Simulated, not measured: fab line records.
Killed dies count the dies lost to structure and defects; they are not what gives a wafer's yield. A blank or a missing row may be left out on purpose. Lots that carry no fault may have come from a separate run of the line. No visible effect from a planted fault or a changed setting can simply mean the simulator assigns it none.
Matching of chambers	flow gf180mcu	GF_V2_CVD_02 on pecvd-03: 3 sister chambers
The step deposits SiO2 from TEOS, target thk 850 nm, time 94.851 s. 6 wafers are shown with their chamber, then 12 later ones without.

== WAFERS PAIRED WITH THEIR CHAMBERS ==
wafer	chamber	heater-power-w (W)
L092.5	0	702
L094.5	1	608
L094.6	2	724
L095.1	1	640
L095.2	0	642
L095.3	2	702

== WAFERS WITHOUT THEIR CHAMBER ==
wafer	heater-power-w (W)
L095.4	723
L095.5	508
L095.6	724
L096.1	601
L096.5	637
L096.6	744
L097.1	756
L097.2	637
L097.3	730
L097.4	532
L097.5	585
L097.6	606

== WHICH CHAMBER EACH ONE RAN IN ==
wafer	from the rows above	in truth
L095.4	can't be placed: 2 or 0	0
L095.5	can't be placed: 1 or 0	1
L095.6	can't be placed: 2 or 0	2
L096.1	can't be placed: 1 or 0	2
L096.5	can't be placed: 1 or 0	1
L096.6	can't be placed: 2 or 0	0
L097.1	can't be placed: 2 or 0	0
L097.2	can't be placed: 1 or 0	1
L097.3	can't be placed: 2 or 0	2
L097.4	can't be placed: 1 or 0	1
L097.5	can't be placed: 1 or 0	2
L097.6	can't be placed: 1 or 0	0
0 of 12 placed correctly. Unplaceable from these rows: 12, with the true chamber sitting among the candidates in 10. 0 placed wrongly.
How it was worked out, from the rows above alone: a wafer's distance from a chamber is the root of the sum, over the readings, of the square of ((its reading less the chamber's mean) divided by the reading's scatter). If the next closest chamber is less than 2 further off than the closest, the wafer can't be placed; otherwise it belongs to the closest. For every chamber, the mean is computed from those of its wafers that are shown. The scatter: take each reading less its chamber's mean, square it, sum over the shown wafers, divide by the number of wafers less the number of chambers, and take the root.
